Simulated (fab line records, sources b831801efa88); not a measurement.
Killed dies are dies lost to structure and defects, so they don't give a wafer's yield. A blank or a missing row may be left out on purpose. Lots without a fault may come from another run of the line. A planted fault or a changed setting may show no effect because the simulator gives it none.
Which tool did it? | flow gf180mcu | 7 lots, 21 wafers sampled, at 2 steps of a route of 602

WHAT THE GAUGES READ, wafer by wafer
GF_HV_LDD_CD_MEAS_46: target cd 400 nm.
lot  | measured     | on        | cd_nm (nm)
L988 | day 13 06:38 | cd_sem-02 | 401.1 402.1 401.3
L992 | day 14 15:38 | cd_sem-01 | 400.8 399.1 399.6
L994 | day 15 09:20 | cd_sem-01 | 396.5 395.9 396.2
L996 | day 16 01:58 | cd_sem-02 | 402.6 401.4 402.0
L100 | day 17 09:04 | cd_sem-01 | - - -
L102 | day 18 00:26 | cd_sem-02 | - - -
L108 | day 20 07:49 | cd_sem-01 | 397.8 398.6 396.7

WHICH TOOL RAN EACH LOT (tool, then ch and the chambers of the sampled wafers, then the start)
lot  | GF_HV_LDD_COAT_41
L988 | litho_track-02 ch 0, day 12 20:29
L992 | litho_track-01 ch 0, day 14 05:10
L994 | litho_track-02 ch 0, day 14 22:31
L996 | litho_track-02 ch 0, day 15 14:22
L100 | litho_track-03, day 16 21:13
L102 | litho_track-02, day 17 12:05
L108 | litho_track-03 ch 0, day 19 19:14
- GF_HV_LDD_COAT_41: resist thk 1000 nm.

THE ANSWER, worked out from the rows above alone
Rule: what is usual is taken from the lots themselves. Put in order of their means at a reading, lots are off if they are a third of the lots or fewer, leave a main group of 4 or more, and stand apart from it by a gap of 3 or more times the standard deviation of the main group's means; of several such gaps the widest counts. A main group whose means are all the same, to the digits that the tables above print for the reading, isn't used. A lot without any number at a reading at which 4 lots or more have one is off too. The other lots that the step has rows for count as sound.
Off: L100, L102, at GF_HV_LDD_CD_MEAS_46 (cd_nm). Without a number there: L100, L102. The main group: mean 399.4 nm, standard deviation 2.2.
A tool fits if, at a process step before that reading, it ran every lot that is off, and no sound lot after the first of them. The gauges at GF_HV_LDD_CD_MEAS_46 are tried like those tools. None of those tried fits.

WHAT THE SIMULATOR HAD PUT IN
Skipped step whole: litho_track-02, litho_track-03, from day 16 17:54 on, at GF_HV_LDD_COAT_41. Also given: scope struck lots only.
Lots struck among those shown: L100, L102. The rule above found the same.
